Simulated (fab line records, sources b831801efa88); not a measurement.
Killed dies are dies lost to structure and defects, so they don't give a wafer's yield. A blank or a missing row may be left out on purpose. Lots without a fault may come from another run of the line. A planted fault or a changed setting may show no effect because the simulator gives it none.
Which tool did it? | flow sfq_line | 14 lots, 42 wafers sampled, at 4 steps of a route of 325

WHAT THE GAUGES READ, wafer by wafer
The record holds no reading of a measuring or inspecting step that can be judged against a usual standard deviation.

WHICH TOOL RAN EACH LOT (tool, then ch and the chambers of the sampled wafers, then the start)
lot  | SFQ_TRILAYER_M3_STRIP_STRIP_079   | SFQ_TRILAYER_M4_STRIP_STRIP_097   | SFQ_TRILAYER_I4_METRO_MEASURE_101 | SFQ_TRILAYER_I4_VIA_LITHO_DEVELOP_105
L138 | rie_metal-03 ch 0,1, day 46 13:50 | rie_metal-02 ch 0,1, day 53 04:17 | film_metro-03, day 53 09:08       | litho_track-01 ch 0, day 59 17:25
L143 | rie_metal-04 ch 0,1, day 49 00:19 | rie_metal-04 ch 0,1, day 55 12:44 | film_metro-03, day 55 16:43       | litho_track-01 ch 0, day 61 17:01
L144 | rie_metal-01 ch 0,1, day 49 09:55 | rie_metal-03 ch 1, day 55 14:16   | film_metro-04, day 55 19:43       | litho_track-02 ch 0, day 61 20:37
L145 | rie_metal-01 ch 0,1, day 50 06:38 | rie_metal-03 ch 0,1, day 56 21:32 | film_metro-03, day 57 05:03       | litho_track-03 ch 0, day 63 06:02
L148 | rie_metal-03 ch 0,1, day 51 05:34 | rie_metal-04 ch 0, day 57 18:11   | film_metro-03, day 57 22:45       | litho_track-01 ch 0, day 63 18:02
L149 | rie_metal-04 ch 0,1, day 51 17:34 | rie_metal-02 ch 0,1, day 58 04:35 | film_metro-02, day 58 08:45       | litho_track-02, day 64 01:14
L150 | rie_metal-03 ch 0,1, day 51 22:10 | rie_metal-03 ch 0,1, day 58 10:46 | film_metro-03, day 58 14:44       | litho_track-01, day 64 03:35
L154 | rie_metal-04 ch 0,1, day 54 02:01 | rie_metal-04 ch 0,1, day 61 20:17 | film_metro-04, day 62 02:16       | litho_track-03 ch 0, day 66 17:17
L156 | rie_metal-01 ch 0,1, day 54 06:37 | rie_metal-04 ch 0,1, day 61 22:29 | film_metro-04, day 62 06:04       | litho_track-01 ch 0, day 66 19:38
L157 | rie_metal-03 ch 0,1, day 54 11:25 | rie_metal-04 ch 0,1, day 62 00:53 | film_metro-02, day 62 09:16       | litho_track-01 ch 0, day 66 20:51
L158 | rie_metal-01 ch 0,1, day 54 13:04 | rie_metal-03 ch 0,1, day 62 02:17 | film_metro-04, day 62 11:16       | litho_track-01 ch 0, day 66 22:05
L159 | rie_metal-03 ch 0,1, day 55 00:52 | rie_metal-02 ch 0,1, day 62 03:17 | film_metro-02, day 62 12:16       | litho_track-02 ch 0, day 66 23:15
L160 | rie_metal-01 ch 0,1, day 55 13:04 | rie_metal-03 ch 1, day 62 05:53   | film_metro-04, day 62 15:04       | litho_track-02 ch 0, day 67 00:26
L161 | rie_metal-03 ch 1, day 55 18:39   | rie_metal-03 ch 1, day 62 08:17   | film_metro-04, day 62 18:04       | litho_track-02 ch 0, day 67 01:38
- SFQ_TRILAYER_M3_STRIP_STRIP_079: strips in O2.
- SFQ_TRILAYER_M4_STRIP_STRIP_097: strips in O2.
- SFQ_TRILAYER_I4_METRO_MEASURE_101
- SFQ_TRILAYER_I4_VIA_LITHO_DEVELOP_105: time 60 s.

WHAT THE TOOLS THEMSELVES READ (means of the sampled wafers that have a number; where no wafer has one, the mark that the record gives instead)
SFQ_TRILAYER_M3_STRIP_STRIP_079.
lot  | tool         | drypump_motor_current_A (A) | oes_product_au (a.u.)
L138 | rie_metal-03 | 5.1                         | 1.004
L143 | rie_metal-04 | 6.0                         | 1.005
L144 | rie_metal-01 | 5.5                         | 0.992
L145 | rie_metal-01 | 5.7                         | 0.997
L148 | rie_metal-03 | 5.3                         | 1.003
L149 | rie_metal-04 | 5.8                         | 1.007
L150 | rie_metal-03 | 5.1                         | 1.004
L154 | rie_metal-04 | 5.8                         | 1.002
L156 | rie_metal-01 | 5.7                         | 0.990
L157 | rie_metal-03 | 5.3                         | 0.997
L158 | rie_metal-01 | 5.6                         | 0.987
L159 | rie_metal-03 | 5.3                         | 0.997
L160 | rie_metal-01 | 5.5                         | 1.005
L161 | rie_metal-03 | 4.8                         | 0.992

SFQ_TRILAYER_M4_STRIP_STRIP_097.
lot  | tool         | drypump_motor_current_A (A) | oes_product_au (a.u.)
L138 | rie_metal-02 | 6.1                         | 1.001
L143 | rie_metal-04 | 6.0                         | 1.009
L144 | rie_metal-03 | 4.8                         | 0.993
L145 | rie_metal-03 | 5.1                         | 0.994
L148 | rie_metal-04 | 5.6                         | 0.999
L149 | rie_metal-02 | 6.2                         | 1.003
L150 | rie_metal-03 | 5.3                         | 0.988
L154 | rie_metal-04 | 5.8                         | 1.005
L156 | rie_metal-04 | 6.0                         | 1.007
L157 | rie_metal-04 | 6.0                         | 1.001
L158 | rie_metal-03 | 5.1                         | 0.994
L159 | rie_metal-02 | 6.1                         | 0.993
L160 | rie_metal-03 | 4.8                         | 0.987
L161 | rie_metal-03 | 4.8                         | 1.000

SFQ_TRILAYER_I4_METRO_MEASURE_101.
lot  | tool          | thk_nm (nm)
L138 | film_metro-03 | 202.2
L143 | film_metro-03 | 200.0
L144 | film_metro-04 | 199.2
L145 | film_metro-03 | 199.9
L148 | film_metro-03 | 200.5
L149 | film_metro-02 | 201.1
L150 | film_metro-03 | 201.0
L154 | film_metro-04 | 200.0
L156 | film_metro-04 | 200.4
L157 | film_metro-02 | 201.5
L158 | film_metro-04 | 200.6
L159 | film_metro-02 | 200.7
L160 | film_metro-04 | 199.6
L161 | film_metro-04 | 201.3

SFQ_TRILAYER_I4_VIA_LITHO_DEVELOP_105.
lot  | tool           | chill_plate_temp_C (C) | exhaust_pa (Pa)
L138 | litho_track-01 | 22.94                  | 44.7
L143 | litho_track-01 | 22.90                  | 44.7
L144 | litho_track-02 | 22.89                  | 45.2
L145 | litho_track-03 | 23.11                  | 45.3
L148 | litho_track-01 | 22.92                  | 44.4
L149 | litho_track-02 | -                      | -
L150 | litho_track-01 | -                      | -
L154 | litho_track-03 | 23.05                  | 44.7
L156 | litho_track-01 | 23.15                  | 44.3
L157 | litho_track-01 | 23.03                  | 45.0
L158 | litho_track-01 | 22.94                  | 44.7
L159 | litho_track-02 | 23.11                  | 45.5
L160 | litho_track-02 | 22.97                  | 44.0
L161 | litho_track-02 | 23.10                  | 44.9

THE ANSWER, worked out from the rows above alone
Rule: what is usual is taken from the lots themselves. Put in order of their means at a reading, lots are off if they are a third of the lots or fewer, leave a main group of 4 or more, and stand apart from it by a gap of 3 or more times the standard deviation of the main group's means; of several such gaps the widest counts. A main group whose means are all the same, to the digits that the tables above print for the reading, isn't used. A lot without any number at a reading at which 4 lots or more have one is off too. The other lots that the step has rows for count as sound. The gauges are gone through in route order, then the tools' own readings, and for those a lot's mean is taken as printed above. The first step at which some lot is off is used, and at that step the reading that is off furthest; a lot without a number counts as furthest.
Off: L149, L150, at SFQ_TRILAYER_I4_VIA_LITHO_DEVELOP_105 (chill_plate_temp_C). Without a number there: L149, L150. The main group: mean 23.01 C, standard deviation 0.089.
A tool fits if, at that step or a process step before it, it ran every lot that is off, and no sound lot after the first of them. None of those tried fits.

WHAT THE SIMULATOR HAD PUT IN
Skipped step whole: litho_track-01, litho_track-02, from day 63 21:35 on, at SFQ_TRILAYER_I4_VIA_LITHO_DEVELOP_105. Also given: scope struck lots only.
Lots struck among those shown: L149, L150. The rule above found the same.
